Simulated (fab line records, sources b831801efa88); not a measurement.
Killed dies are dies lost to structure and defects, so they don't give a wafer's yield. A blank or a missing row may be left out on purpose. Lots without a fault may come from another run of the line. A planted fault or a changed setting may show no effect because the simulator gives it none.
fab line records | flow sky130
record lots=6 wafers=18 last_day=49
route steps=708 shown METAL5@665 PASSIVATION@681 PAD_OPEN@694
lots that met no fault: from a run of the same line without faults
start_h: hours from the record's first day to the start of the lot's first wafer shown | wait_h: hours since the lot's step before | " the same as in the row above | L1.1+2: a row that stands for several wafers | - no value, or no start given | * or withheld: withheld | < > ~ a bound
route shown NAME@n: a module of which the file shows steps, and the number in the route of the first | usual: mean/standard deviation of fault-free wafers | same: alike in all rows | chamber/n: place in a boat | sites: the reading at each site | _std_site: their standard deviation | _edge_site: outer sites' mean less inner sites' | radius_mm: how far each site lies from the wafer's centre | mask NAME#n: copy n | behind: the tool/chamber that last shaped the wafer | hold: why the lot was held/for how many hours/how that ended | device: the transistor (n, p or np) that didn't switch | end of line: the same wafers' tests at the end of the route | a step without rows: its recipe alone | killed: dies lost to structure and defects at the first sort, not the wafer's yield | map: a wafer's dies, x killed, . not, _ none there
set.NAME: the setting as run; set.NAME@STEP: as run at that earlier step | model.NAME: the simulator's own value behind a step, which no gauge read
lots at some steps of the route; a table a step, a row a wafer
services: from which hour (start_h, from the record's first day; less than 0 if before it) a tool's chamber was out of use, for how many hours, and why
## steps
# step SKY_METAL5_SPUTTER_04
# recipe material=TiN target_thk_nm=70 power_w=6500 time_s=58.3 chamber_pressure_pa=0.4156
# usual throttle_valve_pct=30.5/0.62
# same time_s=58.3
# columns lot.wafer tool chamber start_h wait_h throttle_valve_pct
L721.2 pvd_sputter-03 - 1043.51 0.0 31.6
L721.4 " - " " 30.8
L721.5 " - " " 31.4
L724.1 pvd_sputter-03 - 1065.15 0.0 30.6
L724.2 " - " " 31.3
L724.3 " - " " 29.8
L728.2 pvd_sputter-01 - 1080.36 0.0 29.7
L728.3 " - " " 30.6
L728.5 " - " " 30.4
L730.1 pvd_sputter-03 - 1090.27 0.0 29.8
L730.2 " - " " 30.9
L730.4 " - " " 31.4
L732.3 pvd_sputter-04 - 1108.04 0.0 29.9
L732.5 " - " " 29.9
L732.6 " - " " 29.6
L736.2 pvd_sputter-01 - 1119.55 0.0 30.6
L736.5 " - " " 29.7
L736.6 " - " " 30.3
# step SKY_METAL5_RS_MEAS_05
# recipe thk_meas_gauge=four-point-probe reads=TiN_of_METAL5_SPUTTER_04+Ti_of_METAL5_SPUTTER_03+AlCu_of_METAL5_SPUTTER_02+TiN_of_METAL5_SPUTTER_01+Ti_of_METAL5_SPUTTER_00
# usual METAL5_ALCU_RS=0.0273/0.00031
# columns lot.wafer tool chamber start_h wait_h METAL5_ALCU_RS[ohm/sq]
L721.2 film_metro-04 - 1043.58 0.0 0.0269
L721.4 " - " " 0.0268
L721.5 " - " " 0.0270
L724.1 film_metro-01 - 1065.20 0.0 0.0271
L724.2 " - " " 0.0269
L724.3 " - " " 0.0272
L728.2 film_metro-02 - 1080.43 0.0 0.0270
L728.3 " - " " 0.0272
L728.5 " - " " 0.0273
L730.1 film_metro-02 - 1090.32 0.0 0.0275
L730.2 " - " " 0.0274
L730.4 " - " " 0.0277
L732.3 film_metro-01 - 1108.13 0.1 0.0274
L732.5 " - " " 0.0273
L732.6 " - " " 0.0269
L736.2 film_metro-01 - 1119.62 0.0 0.0269
L736.5 " - " " 0.0271
L736.6 " - " " 0.0269
# step SKY_METAL5_THK_MEAS_06
# recipe thk_meas_gauge=xrf reads=AlCu_of_METAL5_SPUTTER_02
# usual METAL5_ALCU_THK=1154/14
# columns lot.wafer tool chamber start_h wait_h METAL5_ALCU_THK[nm]
L721.2 film_metro-04 - 1043.69 0.1 1160
L721.4 " - " " 1171
L721.5 " - " " 1159
L724.1 film_metro-01 - 1065.32 0.1 1155
L724.2 " - " " 1160
L724.3 " - " " 1150
L728.2 film_metro-02 - 1080.54 0.1 1176
L728.3 " - " " 1165
L728.5 " - " " 1164
L730.1 film_metro-02 - 1090.44 0.1 1158
L730.2 " - " " 1157
L730.4 " - " " 1152
L732.3 film_metro-01 - 1108.23 0.1 1143
L732.5 " - " " 1147
L732.6 " - " " 1170
L736.2 film_metro-01 - 1119.73 0.1 1160
L736.5 " - " " 1163
L736.6 " - " " 1169
# step SKY_METAL5_DEHYDRATE_07
# recipe temp_c=200 time_s=60
# step SKY_METAL5_HMDS_08
# recipe prime_time_s=60 prime_temp_c=120
# step SKY_METAL5_COAT_09
# recipe resist=NOVOLAK spin_rpm=3000 resist_thk_nm=1800
# step SKY_METAL5_SOFTBAKE_10
# recipe temp_c=90 time_s=60 resist=NOVOLAK
# step SKY_METAL5_EXPOSE_11
# recipe mask_id=MM5 na=0.6 source_shape=conventional sigma_outer=0.6 polarization=unpolarized target_cd_nm=1600 dose_mj=190
# step SKY_METAL5_PEB_12
# recipe temp_c=withheld time_s=* resist=NOVOLAK
# step SKY_METAL5_DEVELOP_13
# recipe resist=NOVOLAK developer=TMAH develop_time_s=60 dev_temp_c=23
# step SKY_METAL5_DESCUM_14
# recipe chemistry=O2 source_power_w=150 bias_power_w=0 pressure_mtorr=10 temp_c=40 time_s=11
# step SKY_METAL5_METAL_ETCH_15
# recipe target_depth_a=12600 stop_on=SiO2 over_etch_frac=0.2 time_s=252 chemistry=Cl2/BCl3 resist_sidewall_deg=86 pressure_mtorr=10 icp_w=900 bias_w=48.5 Cl2_flow_sccm=60 bcl3_flow_sccm=30
# step SKY_METAL5_STRIP_16
# recipe chemistry=O2/N2 power_w=1400 pressure_mtorr=1500 platen_temp_c=withheld o2_flow_sccm=3000 n2_flow_sccm=300 overash_fraction=0.5
# usual drypump_motor_current_A=5.75/0.16 o2_flow_sccm=2999/9.6 oes_product_au=0.711/0.0045 strip_time_to_endpoint_s=13.07/0.12
# columns lot.wafer tool chamber start_h wait_h drypump_motor_current_A o2_flow_sccm oes_product_au rf_hours_counter_h strip_time_to_endpoint_s
L721.2 plasma_asher-04 1 1065.40 0.2 5.84 2985 0.717 63 13.00
L721.4 " 0 " " 5.69 2995 0.710 - 12.94
L721.5 " 0 " " 5.66 3003 0.722 - 13.02
L724.1 plasma_asher-03 1 1085.32 0.2 5.60 3004 0.704 92 12.98
L724.2 " 0 " " 6.03 3015 0.708 92 13.12
L724.3 " 0 " " 6.06 3007 0.709 - 12.98
L728.2 plasma_asher-04 0 1101.51 0.2 5.67 2987 0.716 67 13.22
L728.3 " 1 " " 5.77 2988 0.708 - 13.24
L728.5 " 1 " " 5.78 2989 0.709 - 13.01
L730.1 plasma_asher-04 0 1110.90 0.2 5.69 3000 0.704 68 13.07
L730.2 " 1 " " 5.80 2992 0.718 68 12.88
L730.4 " 1 " " 5.79 3000 0.711 - 12.97
L732.3 plasma_asher-04 1 1128.34 0.1 5.81 2991 0.712 - 13.15
L732.5 " 0 " " 5.66 2989 0.703 - 13.22
L732.6 " 1 " " 5.82 2998 0.700 - 13.16
L736.2 plasma_asher-02 1 1139.56 0.2 5.92 2995 0.711 7 13.28
L736.5 " 1 " " 5.90 3010 0.707 - 13.25
L736.6 " 0 " " 5.55 3006 0.717 - 13.23
# step SKY_METAL5_STRIP_17
# recipe chemistry=post_etch_residue_remover time_s=1200 temp_c=72.5
# step SKY_METAL5_CLEAN_18
# recipe chemistry=IPA time_s=180 temp_c=25
# step SKY_METAL5_CLEAN_19
# recipe chemistry=O3/DIW dry=n2_spin
# step SKY_PASSIVATION_CVD_00
# recipe material=SiO2 target_thk_nm=90 temp_c=400 time_s=withheld rf_w=600
# usual heater_power_outer_w=404/66 heater_power_w=691/86
# columns lot.wafer tool chamber start_h wait_h heater_power_outer_w heater_power_w
L721.2 pecvd-03 2 1066.03 0.0 380 651
L721.4 " 0 " " 371 638
L721.5 " 2 " " 385 653
L724.1 pecvd-04 2 1085.91 0.0 452 699
L724.2 " 1 " " 383 653
L724.3 " 0 " " 386 674
L728.2 pecvd-03 2 1102.10 0.0 471 782
L728.3 " 1 " " 371 740
L728.5 " 2 " " 481 763
L730.1 pecvd-03 1 1111.59 0.0 368 729
L730.2 " 0 " " 353 612
L730.4 " 2 " " 428 714
L732.3 pecvd-04 2 1128.90 0.0 424 689
L732.5 " 0 " " 439 763
L732.6 " 2 " " 432 720
L736.2 pecvd-04 2 1140.15 0.0 397 649
L736.5 " 2 " " 397 653
L736.6 " 0 " " 465 784
# step SKY_PASSIVATION_THK_MEAS_01
# recipe reads=SiO2_of_PASSIVATION_CVD_00
# usual PASSIVATION_CVD_00_THK=90.3/1.2
# columns lot.wafer tool chamber start_h wait_h PASSIVATION_CVD_00_THK[nm]
L721.2 film_metro-03 - 1066.07 - 89.1
L721.4 " - " " 91.3
L721.5 " - " " 91.1
L724.1 film_metro-03 - 1085.94 - 87.1
L724.2 " - " " 88.3
L724.3 " - " " 88.1
L728.2 film_metro-04 - 1102.13 - 87.2
L728.3 " - " " 88.3
L728.5 " - " " 89.7
L730.1 film_metro-02 - 1111.63 - 89.5
L730.2 " - " " 90.6
L730.4 " - " " 90.6
L732.3 film_metro-04 - 1128.94 - 89.1
L732.5 " - " " 90.8
L732.6 " - " " 90.8
L736.2 film_metro-03 - 1140.18 - 87.8
L736.5 " - " " 89.3
L736.6 " - " " 89.6
# step SKY_PASSIVATION_CVD_02
# recipe material=Si3N4 target_thk_nm=540 temp_c=400 time_s=withheld rf_w=450
# usual heater_power_outer_w=434/72 heater_power_w=733/95
# columns lot.wafer tool chamber start_h wait_h heater_power_outer_w heater_power_w
L721.2 pecvd-02 2 1066.12 0.0 359 627
L721.4 " 1 " " 571 928
L721.5 " 2 " " 273 505
L724.1 pecvd-02 1 1086.00 0.1 495 794
L724.2 " 0 " " 408 673
L724.3 " 2 " " 357 643
L728.2 pecvd-04 1 1102.18 0.0 426 701
L728.3 " 0 " " 500 817
L728.5 " 0 " " 379 692
L730.1 pecvd-04 0 1111.69 0.1 457 759
L730.2 " 1 " " 479 775
L730.4 " 0 " " 470 781
L732.3 pecvd-02 1 1128.98 0.0 514 851
L732.5 " 2 " " 270 519
L732.6 " 0 " " 472 734
L736.2 pecvd-03 0 1140.23 0.0 375 641
L736.5 " 0 " " 406 684
L736.6 " 1 " " 340 693
# step SKY_PASSIVATION_THK_MEAS_03
# recipe reads=Si3N4_of_PASSIVATION_CVD_02
# usual PASSIVATION_CVD_02_THK=543/6.7
# columns lot.wafer tool chamber start_h wait_h PASSIVATION_CVD_02_THK[nm]
L721.2 film_metro-04 - 1066.40 - 533
L721.4 " - " " 545
L721.5 " - " " 539
L724.1 film_metro-03 - 1086.22 - 537
L724.2 " - " " 535
L724.3 " - " " 541
L728.2 film_metro-03 - 1102.42 - 543
L728.3 " - " " 544
L728.5 " - " " 546
L730.1 film_metro-04 - 1112.03 - 534
L730.2 " - " " 534
L730.4 " - " " 541
L732.3 film_metro-03 - 1129.23 - 542
L732.5 " - " " 546
L732.6 " - " " 537
L736.2 film_metro-03 - 1140.58 - 534
L736.5 " - " " 547
L736.6 " - " " 541
# step SKY_PASSIVATION_DEHYDRATE_04
# recipe temp_c=200 time_s=60
# step SKY_PASSIVATION_HMDS_05
# recipe prime_time_s=60 prime_temp_c=120
# step SKY_PASSIVATION_COAT_06
# recipe spin_rpm=2000 resist_thk_nm=3000
# step SKY_PASSIVATION_SOFTBAKE_07
# recipe temp_c=110 time_s=withheld
# step SKY_PASSIVATION_EXPOSE_08
# recipe mask_id=NSM target_cd_nm=3000 na=0.57 dose_mj=260
# step SKY_PASSIVATION_PEB_09
# recipe temp_c=115 time_s=withheld
# step SKY_PASSIVATION_DEVELOP_10
# recipe develop_time_s=60 dev_temp_c=23
# step SKY_PASSIVATION_ETCH_11
# recipe chemistry=CF4/O2 target_depth_nm=725 stop_on=AlCu source_w=800 bias_w=150 pressure_mtorr=150 cf4_flow_sccm=80 O2_flow_sccm=10 time_s=161.1
# step SKY_PASSIVATION_STRIP_12
# recipe chemistry=O2/N2 power_w=1400 pressure_mtorr=1500 platen_temp_c=withheld overash_fraction=0.7 o2_flow_sccm=3000 n2_flow_sccm=300
# step SKY_PAD_OPEN_DEHYDRATE_00
# recipe temp_c=200 time_s=60
# step SKY_PAD_OPEN_HMDS_01
# recipe prime_time_s=60 prime_temp_c=120.8
# step SKY_PAD_OPEN_COAT_02
# recipe spin_rpm=2000 resist_thk_nm=3000
# step SKY_PAD_OPEN_SOFTBAKE_03
# recipe temp_c=110 time_s=withheld
# step SKY_PAD_OPEN_EXPOSE_04
# recipe mask_id=PDM target_cd_nm=60000 na=0.57 dose_mj=260
# step SKY_PAD_OPEN_PEB_05
# recipe temp_c=115 time_s=withheld
# step SKY_PAD_OPEN_DEVELOP_06
# recipe develop_time_s=60 dev_temp_c=23
# step SKY_PAD_OPEN_ETCH_07
# recipe chemistry=CF4/O2 target_depth_nm=725 stop_on=AlCu source_w=800 bias_w=150 pressure_mtorr=150 cf4_flow_sccm=80 O2_flow_sccm=10 time_s=161.1
# usual cf4_flow_sccm=80.03/0.23 drypump_motor_current_A=5.5/0.6 oes_product_au=0.978/0.0065 throttle_valve_pct=5.966/0.0099
# same time_s=161.1
# columns lot.wafer tool chamber start_h wait_h cf4_flow_sccm drypump_motor_current_A oes_product_au rf_hours_counter_h throttle_valve_pct
L721.2 rie_diel-04 2 1107.36 - 79.38 6.3 0.962 24 5.965
L721.4 " 3 " " 80.12 5.8 0.979 27 5.966
L721.5 " 1 " " 79.94 6.0 0.978 - 5.982
L724.1 rie_diel-04 0 1125.99 - 79.77 6.0 0.980 9 5.966
L724.2 " 1 " " 80.18 6.1 0.970 11 5.963
L724.3 " 2 " " 80.36 6.3 0.972 24 5.951
L728.2 rie_diel-03 3 1142.25 - 80.17 6.0 0.982 9 5.958
L728.3 " 1 " " 80.25 4.7 0.980 17 5.953
L728.5 " 3 " " 80.07 6.0 0.985 - 5.968
L730.1 rie_diel-03 0 1151.54 - 80.24 4.7 0.968 27 5.957
L730.2 " 3 " " 79.98 5.9 0.967 10 5.942
L730.4 " 2 " " 80.36 5.5 0.977 21 5.965
L732.3 rie_diel-03 3 1165.20 - 80.11 5.9 0.979 10 5.938
L732.5 " 2 " " 79.77 5.5 0.973 - 5.957
L732.6 " 1 " " 80.37 4.7 0.979 - 5.974
L736.2 rie_diel-04 3 1176.35 - 80.14 5.8 0.973 30 5.964
L736.5 " 3 " " 79.94 5.7 0.981 - 5.963
L736.6 " 0 " " 79.96 6.0 0.974 - 5.957
# step SKY_PAD_OPEN_STRIP_08
# recipe chemistry=O2/N2 power_w=1400 pressure_mtorr=1500 platen_temp_c=withheld overash_fraction=0.7 o2_flow_sccm=3000 n2_flow_sccm=300
# usual drypump_motor_current_A=5.75/0.13 o2_flow_sccm=3001/8.4 oes_product_au=0.663/0.0048 strip_time_to_endpoint_s=37.05/0.11
# columns lot.wafer tool chamber start_h wait_h drypump_motor_current_A o2_flow_sccm oes_product_au rf_hours_counter_h strip_time_to_endpoint_s
L721.2 plasma_asher-04 0 1107.47 0.1 5.66 3002 0.667 68 37.09
L721.4 " 0 " " 5.70 3000 0.663 - 37.05
L721.5 " 0 " " 5.71 2996 0.669 - 36.95
L724.1 plasma_asher-02 0 1126.09 0.1 5.54 3013 0.664 6 36.93
L724.2 " 1 " " 5.90 2997 0.665 6 36.97
L724.3 " 0 " " 5.55 3000 0.662 - 37.08
L728.2 plasma_asher-04 1 1142.36 0.1 5.80 3002 0.663 71 36.98
L728.3 " 0 " " 5.74 3001 0.657 - 37.06
L728.5 " 1 " " 5.79 3004 0.665 - 37.07
L730.1 plasma_asher-04 0 1151.64 0.1 5.70 2999 0.670 72 37.16
L730.2 " 1 " " 5.81 3017 0.662 72 37.07
L730.4 " 1 " " 5.81 3005 0.664 - 37.15
L732.3 plasma_asher-02 1 1165.34 0.1 5.89 3002 0.660 - 37.12
L732.5 " 1 " " 5.88 3000 0.656 - 37.13
L732.6 " 0 " " 5.53 3005 0.668 - 37.14
L736.2 plasma_asher-02 1 1176.46 0.1 5.91 2996 0.663 10 37.10
L736.5 " 0 " " 5.54 3010 0.663 - 37.12
L736.6 " 1 " " 5.88 3004 0.668 - 37.13
# step SKY_PAD_OPEN_STRIP_09
# recipe chemistry=post_etch_residue_remover time_s=1200 temp_c=72.5
# step SKY_PAD_OPEN_CLEAN_10
# recipe chemistry=IPA time_s=180 temp_c=25
# step SKY_PAD_OPEN_CLEAN_11
# recipe chemistry=O3/DIW dry=n2_spin
# step SKY_PAD_OPEN_ANNEAL_12
# recipe temp_c=400 time_s=withheld ambient=N2/H2 idle_temp_c=300 ramp_up_c_per_min=8 ramp_down_c_per_min=4
# step SKY_PAD_OPEN_PROBE_99
# usual defect_limited_yield=82.6/1.9 killed_at_M0_to_M3=43/6.9 killed_at_M4_up=3.0/1.8 killed_at_contacts=24/4.8 killed_at_front_end=15/4.5 killed_at_other=0.4/0.67 killed_dies=86/9.2 killed_on_rim=17/3.5 killed_open=46/6.9 killed_short=39/6 sort_bin_3_pad_short=0.8/0.39 sort_bin_5_function=10.2/1.3 sort_bin_6_memory=6.3/1.2 sort_n_pass=406/9.2 sort_yield_pct=82.6/1.9
# same gross_dies=492 killed_at_back_side=0 sort_bin_4_leakage[%]=0 sort_bin_8_speed[%]=0
# columns lot.wafer tool chamber start_h wait_h defect_limited_yield[%] killed_at_M0_to_M3 killed_at_M4_up killed_at_contacts killed_at_front_end killed_at_other killed_dies killed_on_rim killed_open killed_short sort_bin_3_pad_short[%] sort_bin_5_function[%] sort_bin_6_memory[%] sort_n_pass sort_yield_pct[%] model.etest.tester.sort_n_pass model.etest.tester.sort_yield_pct model.etest.tester.sort_bin_3_pct model.etest.tester.sort_bin_5_pct
L721.2 prober-01 - 1109.77 0.1 84.1 39 4 23 12 0 78 16 34 43 1.0 8.3 6.5 414 84.1 414 84.15 1.016 8.333
L721.4 prober-01 - 1109.87 0.2 85.4 33 3 14 21 1 72 11 36 33 1.4 8.9 4.3 420 85.4 420 85.37 1.423 8.943
L721.5 prober-01 - 1109.92 0.2 82.5 40 8 22 15 1 86 14 45 41 0.8 10.0 6.7 406 82.5 406 82.52 0.813 9.959
L724.1 prober-01 - 1128.34 0.1 84.1 31 1 26 19 1 78 13 39 39 0.4 10.4 5.1 414 84.1 414 84.15 0.4065 10.37
L724.2 prober-01 - 1128.39 0.1 80.1 50 2 25 21 0 98 21 55 43 0.8 11.8 7.3 394 80.1 394 80.08 0.813 11.79
L724.3 prober-01 - 1128.44 0.2 83.9 45 2 21 11 0 79 15 46 33 0.6 8.5 6.9 413 83.9 413 83.94 0.6098 8.537
L728.2 prober-01 - 1144.62 0.1 81.7 45 0 28 17 0 90 23 50 40 1.0 10.6 6.7 402 81.7 402 81.71 1.016 10.57
L728.3 prober-01 - 1144.67 0.2 82.5 48 4 20 14 0 86 17 47 38 0.6 10.2 6.7 406 82.5 406 82.52 0.6098 10.16
L728.5 prober-01 - 1144.77 0.2 85.4 38 6 19 9 0 72 12 34 38 0.8 8.9 4.9 420 85.4 420 85.37 0.813 8.943
L730.1 prober-02 - 1153.92 0.1 70.5 43 61 27 14 0 145 36 44 42 6.3 14.6 8.5 347 70.5 347 70.53 6.301 14.63
L730.2 prober-02 - 1153.97 0.1 74.8 39 57 15 12 1 124 30 35 34 4.7 15.4 5.1 368 74.8 368 74.8 4.675 15.45
L730.4 prober-02 - 1154.07 0.2 68.5 55 51 32 17 0 155 36 53 55 6.1 16.7 8.7 337 68.5 337 68.5 6.098 16.67
L732.3 prober-01 - 1167.62 0.2 72.6 41 60 22 12 0 135 31 37 42 4.9 15.7 6.9 357 72.6 357 72.56 4.878 15.65
L732.5 prober-01 - 1167.72 0.2 71.1 49 57 22 14 0 142 25 56 28 6.3 14.6 7.9 350 71.1 350 71.14 6.301 14.63
L732.6 prober-01 - 1167.77 0.2 72.6 32 55 27 21 0 135 23 46 39 5.5 14.2 7.7 357 72.6 357 72.56 5.488 14.23
L736.2 prober-01 - 1178.75 0.1 80.3 53 6 23 15 0 97 20 57 39 1.0 10.2 8.5 395 80.3 395 80.28 1.016 10.16
L736.5 prober-01 - 1178.90 0.2 80.5 42 6 25 22 1 96 17 54 42 0.4 11.8 7.3 396 80.5 396 80.49 0.4065 11.79
L736.6 prober-01 - 1178.95 0.2 83.5 52 3 19 7 0 81 15 52 29 0.8 8.9 6.7 411 83.5 411 83.54 0.813 8.943
# killed by level:class
L721.2 METAL2:geometric_particle:short=7 CONTACT:geometric_particle:short=6 LI_CONTACT:geometric_particle:open=5 VIA2:geometric_particle:open=5 LOCAL_INTERCONNECT:geometric_particle:short=5 CONTACT:geometric_particle:open=5 METAL1:geometric_particle:short=5 VIA1:geometric_particle:open=5
L721.4 VIA1:geometric_particle:open=9 VIA3:geometric_particle:open=7 FIELD_ISO:geometric_particle:short=5 POLY_GATE:geometric_particle:short=5 CONTACT:geometric_particle:open=5 VIA1:geometric_particle:short=4 LI_CONTACT:geometric_particle:open=4 FIELD_ISO:geometric_particle:open=3
L721.5 VIA1:geometric_particle:open=10 CONTACT:geometric_particle:open=9 METAL2:geometric_particle:short=6 METAL4:geometric_particle:short=5 CONTACT:geometric_particle:short=4 LI_CONTACT:geometric_particle:open=4 METAL1:geometric_particle:short=4 VIA1:geometric_particle:short=4
L724.1 VIA1:geometric_particle:open=10 CONTACT:geometric_particle:open=9 POLY_GATE:geometric_particle:open=6 LOCAL_INTERCONNECT:geometric_particle:short=5 VIA1:geometric_particle:short=5 METAL2:geometric_particle:short=5 FIELD_ISO:geometric_particle:open=4 FIELD_ISO:geometric_particle:short=4
L724.2 VIA1:geometric_particle:open=14 LI_CONTACT:geometric_particle:open=8 CONTACT:geometric_particle:open=8 FIELD_ISO:geometric_particle:open=6 METAL2:geometric_particle:short=6 METAL1:geometric_particle:short=6 VIA2:geometric_particle:open=6 VIA1:geometric_particle:short=5
L724.3 VIA1:geometric_particle:open=11 VIA2:geometric_particle:open=9 CONTACT:geometric_particle:short=7 CONTACT:geometric_particle:open=7 METAL2:geometric_particle:short=6 LI_CONTACT:geometric_particle:open=6 FIELD_ISO:geometric_particle:short=4 FIELD_ISO:geometric_particle:open=3
L728.2 CONTACT:geometric_particle:open=10 VIA3:geometric_particle:open=10 METAL2:geometric_particle:short=8 CONTACT:geometric_particle:short=7 METAL1:geometric_particle:short=7 POLY_GATE:geometric_particle:short=6 LI_CONTACT:geometric_particle:open=6 VIA1:geometric_particle:open=6
L728.3 VIA1:geometric_particle:open=9 VIA3:geometric_particle:open=8 LOCAL_INTERCONNECT:geometric_particle:short=6 CONTACT:geometric_particle:open=6 VIA2:geometric_particle:short=6 VIA2:geometric_particle:open=6 LI_CONTACT:geometric_particle:open=5 METAL2:geometric_particle:short=4
L728.5 LI_CONTACT:geometric_particle:open=8 VIA1:geometric_particle:open=8 METAL2:geometric_particle:short=7 VIA3:geometric_particle:open=6 VIA2:geometric_particle:open=4 METAL1:geometric_particle:short=4 VIA1:geometric_particle:short=4 METAL3:geometric_particle:short=4
L730.1 METAL5:unspecified=58 VIA1:geometric_particle:open=12 CONTACT:geometric_particle:open=9 VIA3:geometric_particle:open=9 CONTACT:geometric_particle:short=7 POLY_GATE:geometric_particle:open=5 POLY_GATE:geometric_particle:short=5 LOCAL_INTERCONNECT:geometric_particle:short=5
L730.2 METAL5:unspecified=54 VIA1:geometric_particle:open=8 VIA3:geometric_particle:open=6 VIA2:geometric_particle:open=6 LOCAL_INTERCONNECT:geometric_particle:short=5 METAL1:geometric_particle:short=5 METAL2:geometric_particle:short=5 FIELD_ISO:geometric_particle:short=4
L730.4 METAL5:unspecified=46 VIA1:geometric_particle:open=17 CONTACT:geometric_particle:open=14 METAL2:geometric_particle:short=10 CONTACT:geometric_particle:short=8 VIA3:geometric_particle:short=6 VIA3:geometric_particle:open=5 LOCAL_INTERCONNECT:geometric_particle:short=5
L732.3 METAL5:unspecified=56 LI_CONTACT:geometric_particle:open=8 CONTACT:geometric_particle:open=7 METAL3:geometric_particle:short=6 METAL2:geometric_particle:short=5 VIA1:geometric_particle:open=5 VIA1:geometric_particle:short=5 VIA2:geometric_particle:short=5
L732.5 METAL5:unspecified=57 VIA1:geometric_particle:open=17 CONTACT:geometric_particle:open=8 VIA2:geometric_particle:open=8 LI_CONTACT:geometric_particle:open=7 METAL2:geometric_particle:short=5 FIELD_ISO:geometric_particle:open=4 LOCAL_INTERCONNECT:geometric_particle:short=4
L732.6 METAL5:unspecified=49 CONTACT:geometric_particle:open=13 VIA1:geometric_particle:open=11 FIELD_ISO:geometric_particle:short=6 CONTACT:geometric_particle:short=5 LI_CONTACT:geometric_particle:open=5 METAL2:geometric_particle:short=5 METAL4:geometric_particle:short=5
L736.2 VIA1:geometric_particle:open=20 CONTACT:geometric_particle:open=11 VIA1:geometric_particle:short=8 LI_CONTACT:geometric_particle:open=7 VIA2:geometric_particle:open=6 FIELD_ISO:geometric_particle:short=5 POLY_GATE:geometric_particle:open=4 VIA3:geometric_particle:short=4
L736.5 VIA1:geometric_particle:open=12 CONTACT:geometric_particle:open=9 LI_CONTACT:geometric_particle:open=8 VIA3:geometric_particle:open=7 POLY_GATE:geometric_particle:short=6 VIA1:geometric_particle:short=6 FIELD_ISO:geometric_particle:short=5 FIELD_ISO:geometric_particle:open=4
L736.6 VIA1:geometric_particle:open=16 VIA3:geometric_particle:open=12 METAL2:geometric_particle:short=6 CONTACT:geometric_particle:short=5 CONTACT:geometric_particle:open=4 LI_CONTACT:geometric_particle:open=4 VIA1:geometric_particle:short=4 VIA2:geometric_particle:open=4
# map L730.4 (x killed, . not)
__________x..xx...xx_________
________x...x........._______
______......x.....x....._____
_____..x..xx............x____
____....x............x..xx___
___..............x.xx...x.x__
__.....xx....x..xxx........._
_.....xx...........x........x
_.xx.........x.x.....xx.x.x.x
_...xx.x.x.xx......xx...xx.xx
_.x........xx........x.x.x..x
_....x....xx....x...x....x...
_.x.x.x..x.x......x...x..x..x
_.xxxxxx........xx...xx....xx
_xxxxxxxxx....x..x..x...x.x.x
__xxxxxxxx............x....._
___xxxxxxxx.x............xx__
____xxxxxx.xxxx.x...x.....___
_____xxxxxx...x..xx......____
______xx.xx..x.......x.x_____
________x.....x...x..._______
__________.xx......._________
# map L732.5 (x killed, . not)
__________..x......._________
________...x..x......._______
______x....xx...x......._____
_____.x.............x....____
____.....x..............x.___
___...x.....x.xx.x.......x.__
__..x.....x..........x......_
_.......x...x.x..x..x..xxx...
_..x.xx.xxxx..xx.......x..x..
_......x......x.......x.....x
_x.............x..........x..
_....x..x....x....x........xx
_.x....x.x...xx.....x...x..x.
_xx..x.x..x.........x...xxx..
_xx..xxxxx...x.....xx.xx.x...
__..xxxxxxxxx...........x..._
___xxxxxxxxxxxx.xx.......x.__
____xxxxxxxxx...xx......x.___
_____xxxxxxxx...x........____
______xxxxxx...x........_____
________xxxx..xxx....._______
__________.........._________
## services
# columns tool chamber start_h hours kind
plasma_asher-03 - 1040.01 7.5 repair
plasma_asher-02 - 1049.16 5.8 repair
pecvd-03 - 1052.57 0.2 repair
plasma_asher-02 - 1055.33 9.0 pm
plasma_asher-02 0 1055.33 9.0 vent_cycle
plasma_asher-02 1 1055.33 9.0 vent_cycle
rie_diel-03 2 1062.49 7.7 repair
plasma_asher-02 0 1064.33 - clean
plasma_asher-02 1 1064.33 - clean
pecvd-04 2 1076.43 2.1 scheduled_down
rie_diel-04 1 1079.70 3.9 repair
rie_diel-04 - 1089.70 14.6 pm
pecvd-03 1 1097.47 2.1 scheduled_down
pvd_sputter-03 2 1101.12 - consumable_replace:kit
pvd_sputter-03 - 1106.45 4.1 repair
pecvd-04 2 1109.45 5.6 repair
plasma_asher-02 - 1127.64 4.1 repair
pecvd-03 2 1132.37 8.7 repair
pvd_sputter-04 - 1134.08 0.8 repair
pecvd-02 - 1136.16 2.8 pm
rie_diel-03 2 1142.46 9.0 repair
pecvd-03 2 1156.26 2.1 scheduled_down
plasma_asher-02 - 1168.03 2.1 repair
pecvd-03 0 1171.63 2.1 scheduled_down
## key
first_sign step=SKY_PAD_OPEN_PROBE_99 reading=killed_at_M4_up direction=up sigmas=29 usual=3.0 struck=56.8
effect step=SKY_PAD_OPEN_PROBE_99 reading=sort_bin_3_pad_short direction=up sigmas=12 usual=0.8 struck=5.6
model_effect step=SKY_PAD_OPEN_PROBE_99 value=etest.tester.sort_n_pass without=399.5 struck=352.7
met_at SKY_METAL5_STRIP_16
struck_wafers L730.1,L730.2,L730.4,L732.3,L732.5,L732.6
onset_between 1101.51 1110.90
also_fits SKY_PAD_OPEN_ETCH_07:rie_diel-03
fault kind=chamber_particle_source tool=plasma_asher-04 chamber=- onset_h=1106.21 steps=SKY_METAL5_STRIP_16 rate_per_visit_cm2=2.1802 end_h=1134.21
